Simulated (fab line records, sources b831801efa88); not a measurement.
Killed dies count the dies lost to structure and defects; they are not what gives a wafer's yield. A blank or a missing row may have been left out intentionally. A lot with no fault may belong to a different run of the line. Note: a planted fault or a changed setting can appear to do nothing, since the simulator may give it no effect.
The tool behind it: which one? | flow gf180mcu | Sampling: 7 lots, 21 wafers, 3 of 602 route steps

## WHAT THE GAUGES SHOWED, per wafer
GF_M5_CD_MEAS_07: target cd 280 nm.
lot  | measured     | on        | cd nm (nm)
L713 | day 27 05:57 | cd sem-02 | 279.3 278.6 278.4
L717 | day 29 01:32 | cd sem-02 | 278.9 279.3 278.4
L720 | day 29 07:11 | cd sem-01 | 278.7 278.0 278.2
L722 | day 29 23:07 | cd sem-01 | 280.7 280.6 280.6
L725 | day 31 00:44 | cd sem-02 | - - -
L727 | day 31 05:25 | cd sem-02 | 279.9 279.2 279.3
L734 | day 33 00:27 | cd sem-02 | 280.8 281.2 280.1

## EACH LOT AND THE TOOL THAT RAN IT (in order: tool; ch and the chambers of the sampled wafers; start)
lot  | GF_M4_SPUTTER_04             | GF_M5_DEVELOP_06
L713 | pvd sputter-02, day 23 05:52 | litho track-01 ch 0, day 27 05:49
L717 | pvd sputter-01, day 25 21:54 | litho track-01 ch 0, day 29 01:23
L720 | pvd sputter-01, day 25 23:12 | litho track-03 ch 0, day 29 07:02
L722 | pvd sputter-02, day 26 14:20 | litho track-03 ch 0, day 29 22:58
L725 | pvd sputter-01, day 27 17:53 | litho track-04, day 31 00:35
L727 | pvd sputter-01, day 27 21:12 | litho track-04 ch 0, day 31 05:16
L734 | pvd sputter-01, day 29 22:43 | litho track-04 ch 0, day 33 00:19
- GF_M4_SPUTTER_04: material TiN, target thk 50 nm, time 41.7 s.
- GF_M5_DEVELOP_06: develop time 60 s.

## THE ANSWER, worked out from the rows above alone
Rule: the lots themselves supply what counts as usual. Put in order of their means at a reading, lots are off if they are a third of the lots or fewer, leave a main group of 4 or more, and stand apart from it by a gap of 3 or more times the standard deviation of the main group's means; of several such gaps the widest counts. A main group is skipped when, at the precision printed for the reading in the tables above, its means are all equal. Also off: a lot with no number at a reading for which 4 or more lots have one. Any other lot the step has rows for is counted as sound.
Off at GF_M5_CD_MEAS_07 (cd nm): L725. Without a number there: L725. For the main group the mean is 279.5 nm and the standard deviation 0.92.
If a tool, at a process step before that reading, ran all the lots that are off and no sound lot after the first of them, it fits. Those tools and the gauges at GF_M5_CD_MEAS_07 are tried in the same way. Of those tried, none fits.

## WHAT HAD BEEN PUT IN BY THE SIMULATOR
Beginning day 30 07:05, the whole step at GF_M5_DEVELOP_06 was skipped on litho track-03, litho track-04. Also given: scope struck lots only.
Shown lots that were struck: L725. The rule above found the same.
